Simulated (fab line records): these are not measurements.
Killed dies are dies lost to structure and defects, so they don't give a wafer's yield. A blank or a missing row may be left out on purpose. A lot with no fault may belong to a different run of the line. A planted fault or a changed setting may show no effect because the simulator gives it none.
What tool caused it? | flow sky130 | 39 wafers from 13 lots sampled at 4 of the route's 708 steps

WHAT EACH GAUGE READ, for each wafer
No reading from a measuring or inspecting step in the record can be judged against a usual standard deviation.

WHICH TOOL RAN EACH LOT (tool, then ch and the chambers of the sampled wafers, then the start)
lot  | SKY_RES_PROTECT_SOFTBAKE_03       | SKY_LOCAL_INTERCONNECT_SPUTTER_00 | SKY_METAL1_SPUTTER_03        | SKY_METAL1_DESCUM_17
L290 | litho track-02 ch 0, day 14 22:49 | pvd sputter-03, day 29 09:28      | pvd sputter-02, day 31 20:16 | rie metal-02 ch 1, day 32 23:47
L293 | litho track-04 ch 0, day 15 18:23 | pvd sputter-04, day 31 07:26      | pvd sputter-01, day 33 16:08 | rie metal-02 ch 0,1, day 34 18:44
L294 | litho track-04 ch 0, day 16 22:37 | pvd sputter-04, day 31 13:48      | pvd sputter-04, day 33 22:59 | rie metal-01 ch 1, day 35 01:32
L296 | litho track-03 ch 0, day 17 02:49 | pvd sputter-03, day 31 15:23      | pvd sputter-04, day 34 00:53 | rie metal-01 ch 1, day 35 03:53
L300 | litho track-04 ch 0, day 18 05:07 | pvd sputter-04, day 32 15:53      | pvd sputter-01, day 35 00:18 | rie metal-01 ch 0,1, day 36 02:17
L302 | litho track-04 ch 0, day 19 02:20 | pvd sputter-02, day 33 09:16      | pvd sputter-04, day 35 16:37 | rie metal-03 ch 0,1, day 36 18:32
L306 | litho track-02 ch 0, day 20 23:56 | pvd sputter-03, day 35 03:08      | pvd sputter-04, day 37 09:56 | rie metal-02 ch 0,1, day 38 11:32
L307 | litho track-03 ch 0, day 21 04:23 | pvd sputter-03, day 35 06:20      | pvd sputter-01, day 37 13:40 | rie metal-03 ch 0,1, day 38 15:26
L308 | litho track-03 ch 0, day 21 07:50 | pvd sputter-02, day 35 10:17      | pvd sputter-04, day 37 16:38 | rie metal-03 ch 0,1, day 38 17:47
L309 | litho track-02 ch 0, day 22 04:02 | pvd sputter-02, day 36 04:25      | pvd sputter-02, day 38 10:45 | rie metal-02 ch 0,1, day 39 11:59
L310 | litho track-04 ch 0, day 22 17:01 | pvd sputter-03, day 36 14:19      | pvd sputter-02, day 38 21:53 | rie metal-03 ch 0,1, day 39 22:11
L312 | litho track-03 ch 0, day 22 21:04 | pvd sputter-02, day 36 15:35      | pvd sputter-04, day 38 22:04 | rie metal-01 ch 0,1, day 39 23:08
L311 | litho track-04 ch 0, day 22 23:49 | pvd sputter-02, day 36 20:14      | pvd sputter-02, day 39 02:52 | rie metal-03 ch 1, day 40 03:11
- SKY_RES_PROTECT_SOFTBAKE_03: time 60 s.
- SKY_LOCAL_INTERCONNECT_SPUTTER_00: material TiN, target thk 100 nm, time 83.3 s.
- SKY_METAL1_SPUTTER_03: material Ti, target thk 5 nm, time 3.3 s.
- SKY_METAL1_DESCUM_17: chemistry O2, time 8 s.

WHAT THE TOOLS THEMSELVES READ (means of the sampled wafers that have a number; where no wafer has one, the mark that the record gives instead)
SKY_RES_PROTECT_SOFTBAKE_03. Usual: heater power total W 56.60 W, standard deviation 0.049; run length s 89.27 s, standard deviation 0.22.
lot  | tool           | heater power total W (W) | run length s (s) | flag
L290 | litho track-02 | 56.59                    | 89.07            |
L293 | litho track-04 | 56.59                    | 89.35            |
L294 | litho track-04 | 56.57                    | 89.47            |
L296 | litho track-03 | 56.61                    | 89.50            |
L300 | litho track-04 | 60.65                    | 77.80            | OFF
L302 | litho track-04 | 60.65                    | 77.77            | OFF
L306 | litho track-02 | 56.57                    | 89.17            |
L307 | litho track-03 | 56.55                    | 89.43            |
L308 | litho track-03 | 56.58                    | 89.42            |
L309 | litho track-02 | 56.58                    | 89.00            |
L310 | litho track-04 | 56.61                    | 89.43            |
L312 | litho track-03 | 56.57                    | 89.39            |
L311 | litho track-04 | 56.61                    | 89.55            |

SKY_LOCAL_INTERCONNECT_SPUTTER_00. Usual: cathode dc power W 6500.2 W, standard deviation 1.2; throttle valve pct 29.9 %, standard deviation 1.
lot  | tool           | cathode dc power W (W) | throttle valve pct (%) | flag
L290 | pvd sputter-03 | 6501.1                 | 29.5                   |
L293 | pvd sputter-04 | 6500.5                 | 30.3                   |
L294 | pvd sputter-04 | 6499.2                 | 29.0                   |
L296 | pvd sputter-03 | 6500.9                 | 28.9                   |
L300 | pvd sputter-04 | 6499.6                 | 29.2                   |
L302 | pvd sputter-02 | 6500.2                 | 30.8                   |
L306 | pvd sputter-03 | 6499.3                 | 29.1                   |
L307 | pvd sputter-03 | 6500.0                 | 29.4                   |
L308 | pvd sputter-02 | 6499.9                 | 29.9                   |
L309 | pvd sputter-02 | 6499.9                 | 30.2                   |
L310 | pvd sputter-03 | 6500.2                 | 29.6                   |
L312 | pvd sputter-02 | 6501.5                 | 30.8                   |
L311 | pvd sputter-02 | 6500.1                 | 30.2                   |

SKY_METAL1_SPUTTER_03. Usual: cathode dc power W 3000.0 W, standard deviation 0.55; throttle valve pct 30.0 %, standard deviation 0.92.
lot  | tool           | cathode dc power W (W) | throttle valve pct (%) | flag
L290 | pvd sputter-02 | 2999.9                 | 30.1                   |
L293 | pvd sputter-01 | 2999.6                 | 30.0                   |
L294 | pvd sputter-04 | 3000.0                 | 29.5                   |
L296 | pvd sputter-04 | 3001.0                 | 29.3                   |
L300 | pvd sputter-01 | 3000.5                 | 29.8                   |
L302 | pvd sputter-04 | 2999.8                 | 29.6                   |
L306 | pvd sputter-04 | 3000.1                 | 29.5                   |
L307 | pvd sputter-01 | 3000.4                 | 30.1                   |
L308 | pvd sputter-04 | 3000.2                 | 29.5                   |
L309 | pvd sputter-02 | 2999.7                 | 30.8                   |
L310 | pvd sputter-02 | 3000.1                 | 29.9                   |
L312 | pvd sputter-04 | 3000.3                 | 28.9                   |
L311 | pvd sputter-02 | 2999.9                 | 30.8                   |

SKY_METAL1_DESCUM_17. Usual: drypump motor current A 5.5 A, standard deviation 0.31; oes product au 1.001 a.u., standard deviation 0.0075.
lot  | tool         | drypump motor current A (A) | oes product au (a.u.) | flag
L290 | rie metal-02 | 5.2                         | 1.000                 |
L293 | rie metal-02 | 5.7                         | 1.008                 |
L294 | rie metal-01 | 5.8                         | 0.995                 |
L296 | rie metal-01 | 5.8                         | 1.003                 |
L300 | rie metal-01 | 5.6                         | 0.999                 |
L302 | rie metal-03 | 5.5                         | 0.999                 |
L306 | rie metal-02 | 5.5                         | 1.012                 |
L307 | rie metal-03 | 5.4                         | 0.999                 |
L308 | rie metal-03 | 5.4                         | 0.994                 |
L309 | rie metal-02 | 5.7                         | 1.006                 |
L310 | rie metal-03 | 5.5                         | 0.994                 |
L312 | rie metal-01 | 5.6                         | 0.992                 |
L311 | rie metal-03 | 5.3                         | 0.995                 |

THE ANSWER, worked out from the rows above alone
Rule: a lot counts as off when the mean over its wafers that have a number is more than 3 standard deviations away from the usual mean. Also off: a lot with no number at a reading for which 4 or more lots have one. Where the step has rows for the other lots, those lots are counted as sound. First the gauges in route order, then the tools' own readings, where a lot's mean is used as printed above. The first step at which some lot is off is used, and at that step the reading that is off furthest; a lot without a number counts as furthest.
Off: L300, L302, at SKY_RES_PROTECT_SOFTBAKE_03 (heater power total W).
A tool fits if, at that step or a process step before it, it ran every lot that is off, and no sound lot after the first of them. Not one of the candidates tried fits.

WHAT WAS PUT IN BY THE SIMULATOR
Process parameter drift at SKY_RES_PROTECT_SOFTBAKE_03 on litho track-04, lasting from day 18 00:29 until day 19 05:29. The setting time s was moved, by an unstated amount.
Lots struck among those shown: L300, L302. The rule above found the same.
